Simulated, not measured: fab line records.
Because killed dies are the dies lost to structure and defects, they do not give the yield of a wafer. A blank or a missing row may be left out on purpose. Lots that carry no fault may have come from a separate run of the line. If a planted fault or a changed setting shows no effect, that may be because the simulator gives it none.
The same fault as seen by 2 desks || flow sfqLine || each desk holds nothing but its own numbers, with what lay behind them at the end

== METROLOGY DESK ==
What the gauges read, lot by lot, whatever tool the lot ran on: means of the sampled wafers that have a number. Marked OUT: a lot whose mean sits more than 4 standard deviations from the usual mean, which makes it out of limits; the brackets give that distance.
Columns: A = M4_NB_RS at SFQ_M4_RS_MEAS_924, usual 0.888 ohm/sq; B = M7_NB_RS at SFQ_M7_RS_MEAS_943, usual 0.885 ohm/sq
{"lot": "L491", "first seen here": "day 36 10:09", "A": 0.884, "B": 0.902}
{"lot": "L492", "first seen here": "day 36 13:46", "A": 0.902, "B": 0.878}
{"lot": "L493", "first seen here": "day 36 17:22", "A": 0.899, "B": 0.895}
{"lot": "L494", "first seen here": "day 37 06:32", "A": 0.890, "B": 0.864}
{"lot": "L496", "first seen here": "day 38 05:23", "A": 0.885, "B": 0.882}
{"lot": "L497", "first seen here": "day 38 10:13", "A": 0.875, "B": 0.899}
{"lot": "L504", "first seen here": "day 44 19:18", "A": 0.889, "B": 0.873}
{"lot": "L505", "first seen here": "day 44 21:40", "A": 0.898, "B": 0.896}
{"lot": "L506", "first seen here": "day 45 03:42", "A": 0.884, "B": 0.877}
{"lot": "L507", "first seen here": "day 45 05:34", "A": 0.885, "B": 0.874}
{"lot": "L508", "first seen here": "day 45 06:44", "A": 0.910, "B": 0.886}
{"lot": "L509", "first seen here": "day 45 09:08", "A": 0.880, "B": 0.889}
{"lot": "L511", "first seen here": "day 45 12:41", "A": 0.897, "B": 0.889}
{"lot": "L513", "first seen here": "day 50 04:08", "A": 0.887, "B": 0.887}
{"lot": "L514", "first seen here": "day 50 04:14", "A": 0.878, "B": 0.895}
This desk's verdict: no lot among the 15 shows anything out of limits.

== THE TOOL OWNER'S DESK: cmp-01 ==
The tool's own readings at SFQ_TRILAYER_I3_CMP_CMP_082 (polishes SiO2): means of the sampled wafers that have a number, for each lot that ran on this tool. Marked OUT: a lot whose mean sits more than 4 standard deviations from the usual mean, which makes it out of limits; the brackets give that distance.
Columns: A = motorCurrentA at SFQ_TRILAYER_I3_CMP_CMP_082, usual 10.5 A; B = slurryFlowMlMin at SFQ_TRILAYER_I3_CMP_CMP_082, usual 150.0; C = timeToEndpointS at SFQ_TRILAYER_I3_CMP_CMP_082, usual 215 s
{"lot": "L492", "first seen here": "day 29 20:29", "A": 11.2, "B": 150.2, "C": 213}
{"lot": "L493", "first seen here": "day 30 00:29", "A": 10.6, "B": 150.0, "C": 214}
{"lot": "L494", "first seen here": "day 30 15:59", "A": 10.8, "B": 149.7, "C": 233}
{"lot": "L496", "first seen here": "day 31 11:17", "A": 11.0, "B": 150.7, "C": "260 (+6.4) OUT"}
{"lot": "L497", "first seen here": "day 31 16:47", "A": 11.1, "B": 149.3, "C": "284 (+9.8) OUT"}
{"lot": "L504", "first seen here": "day 44 11:00", "A": 10.8, "B": 149.9, "C": 212}
{"lot": "L505", "first seen here": "day 44 14:00", "A": 11.5, "B": 150.0, "C": 216}
{"lot": "L506", "first seen here": "day 44 20:30", "A": 11.0, "B": 150.1, "C": 216}
{"lot": "L508", "first seen here": "day 44 23:00", "A": 10.0, "B": 150.1, "C": 217}
{"lot": "L511", "first seen here": "day 45 05:00", "A": 10.7, "B": 150.0, "C": 218}
{"lot": "L514", "first seen here": "day 45 12:00", "A": 10.7, "B": 150.0, "C": 220}
This desk finds L496, L497 out of limits, L496 being first, at day 31 11:17 (timeToEndpointS at SFQ_TRILAYER_I3_CMP_CMP_082). In limits: L492, L493, L494, L504, L505, L506, L508, L511, L514.

== BROUGHT TOGETHER ==
The tool owner's desk could have raised an alarm at day 31 11:17, on L496, L497.
Nothing out of limits was seen by the metrology desk.
The metrology desk has L496, L497 on record, within its limits.
Of the lots named, all ran SFQ_TRILAYER_I3_CMP_CMP_082 on cmp-01.

== WHAT THE SIMULATOR HAD PUT IN ==
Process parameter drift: cmp-01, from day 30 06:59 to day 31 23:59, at SFQ_TRILAYER_I3_CMP_CMP_082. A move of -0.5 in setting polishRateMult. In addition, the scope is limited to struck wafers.
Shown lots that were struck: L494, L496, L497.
How many hours passed from the start of the fault until each desk's first out-of-limits reading: the tool owner's desk, 28.
